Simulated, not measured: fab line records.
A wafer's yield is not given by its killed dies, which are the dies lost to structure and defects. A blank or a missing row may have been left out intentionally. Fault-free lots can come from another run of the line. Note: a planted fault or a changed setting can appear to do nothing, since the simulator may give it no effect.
Struck lot and sound lot, side by side / flow sky130 / 18 out of 708 route steps
Sound: these wafers, L667.1, L667.2, L667.6. Struck: wafer L680.2 (left out: L680.5, L680.6 of the same lot, which were not struck); the cause appears at the end.
At each step with rows: each side's tool, then ch and its chambers, then its first start. Under that, the readings that differ: sound wafers / struck wafers / difference of the means / sigmas: that difference in standard deviations of wafers without a fault.
alike: readings with means less than 2 such deviations apart, plus words and numbers identical on both sides. not compared: withheld readings, readings lacking a value on some wafer, bounds such as >300 that could conceal the same value, and numbers that have no deviation in the record and whose values overlap.
A row with sigmas, a row that says differs or no value, or rows on one side alone: a step with any of these is where the two part. Numbers that have no deviation but don't overlap get no sigmas and don't part them. A reading that every wafer of one side lacks parts them only if that side has two wafers or more.

first, 3 steps without rows for these wafers: SKY_LI_CONTACT_EXPOSE_09 (exposes mask LICM1, target cd 170 nm); SKY_LI_CONTACT_PEB_10; SKY_LI_CONTACT_DEVELOP_11 (develop time 60 s).
SKY_LI_CONTACT_CD_MEAS_12: the cd target is 170 nm.
  sound on cd sem-01, day 30 05:17; struck on cd sem-01, day 33 23:00
  alike: cd nm
SKY_LI_CONTACT_OVL_MEAS_13:
  sound on overlay-02, day 30 05:24; struck on overlay-02, day 33 23:06
reading=LI_CONTACT_OVL (nm); sound=0 11 3; struck=-9; difference=-14; sigmas=-2
SKY_LI_CONTACT_ETCH_14: etches BARC in N2/H2, stops on SiO2, time 45.9 s, target depth 60 nm.
  sound on rie diel-01 ch 0,1,3, day 30 05:26; struck on rie diel-03 ch 0, day 33 23:08
  alike: drypump motor current A, oes product au, throttle valve pct
  not compared: rf hours counter h
SKY_LI_CONTACT_ETCH_15: etches PSG in C4F8/O2/Ar, stops on Si, target depth 600 nm.
  sound on rie diel-01 ch 0,1,3, day 30 05:28; struck on rie diel-03 ch 0, day 33 23:10
  alike: oes product au
SKY_LI_CONTACT_STRIP_16: strips in O2/N2.
  sound on plasma asher-04 ch 0,1, day 30 05:34; struck on plasma asher-04 ch 0, day 33 23:16
  alike: drypump motor current A, oes product au, strip time to endpoint s
  not compared: rf hours counter h
then, 2 steps without rows for these wafers: SKY_LI_CONTACT_CLEAN_17 (cleans in NMP, time 600 s); SKY_LI_CONTACT_PRE_CLEAN_18 (time 5.6 s).
SKY_LI_CONTACT_SPUTTER_19: material Ti, target thk 20 nm, time 106.37 s.
  sound on pvd sputter-02, day 30 05:51; struck on pvd sputter-04, day 33 23:33
reading=throttle valve pct (%); sound=28.6 28.9 29.9; struck=30.8; difference=+1.7; sigmas=+2
  alike: chamber pressure pa
then, 1 step without rows for these wafers: SKY_LI_CONTACT_SPUTTER_20 (material TiN, target thk 20 nm, time 80 s).
SKY_LI_CONTACT_CVD_21: deposits W, target thk 400 nm, time 120.56 s.
  sound on cvd w-02 ch 0,1, day 30 05:59; struck on cvd w-02 ch 0, day 33 23:41
reading=model.W_of_LI_CONTACT_CVD_21.thk nm (nm); sound=407.2 397.1 404.8; struck=530; difference=+127; sigmas=
  alike: heater power w
SKY_LI_CONTACT_RS_MEAS_22: the measuring method here is four-point-probe.
  sound on film metro-02, day 30 06:07; struck on film metro-03, day 34 00:07
reading=LI_CONTACT_W_RS (ohm/sq); sound=0.280 0.287 0.282; struck=0.215; difference=-0.068; sigmas=-12
  not compared: hold
SKY_LI_CONTACT_THK_MEAS_23: measures by xrf.
  sound on film metro-02, day 30 06:14; struck on film metro-03, day 34 03:02
reading=LI_CONTACT_W_THK (nm); sound=418 409 417; struck=546; difference=+131; sigmas=+15
  not compared: hold
SKY_LI_CONTACT_CMP_24: polishes, stops on PSG, t overpolish 20 s, target thk 0 nm.
  sound on cmp-02 ch 0,2, day 30 06:21; struck on cmp-02 ch 3, day 34 07:42
reading=hold; sound=- - -; struck=await dispo/4.5h/release; difference=no value on the sound wafers; sigmas=
reading=time to endpoint s (s); sound=97 96 99; struck=126; difference=+29; sigmas=+7
  alike: motor current A, platen rpm
SKY_LOCAL_INTERCONNECT_SPUTTER_00: material TiN, target thk 100 nm, time 83.3 s.
  sound on pvd sputter-01, day 30 06:36; struck on pvd sputter-01, day 34 07:51
  alike: chamber pressure pa, throttle valve pct
next, for these wafers, 1 step has no rows: SKY_PAD_OPEN_PROBE_99.

## WHERE THEY PART
At SKY_LI_CONTACT_OVL_MEAS_13 first; at SKY_LI_CONTACT_CMP_24 last (within this record only). Later steps at which nothing parts them and some readings are alike: SKY_LOCAL_INTERCONNECT_SPUTTER_00.

WHY: whatever the simulator had introduced
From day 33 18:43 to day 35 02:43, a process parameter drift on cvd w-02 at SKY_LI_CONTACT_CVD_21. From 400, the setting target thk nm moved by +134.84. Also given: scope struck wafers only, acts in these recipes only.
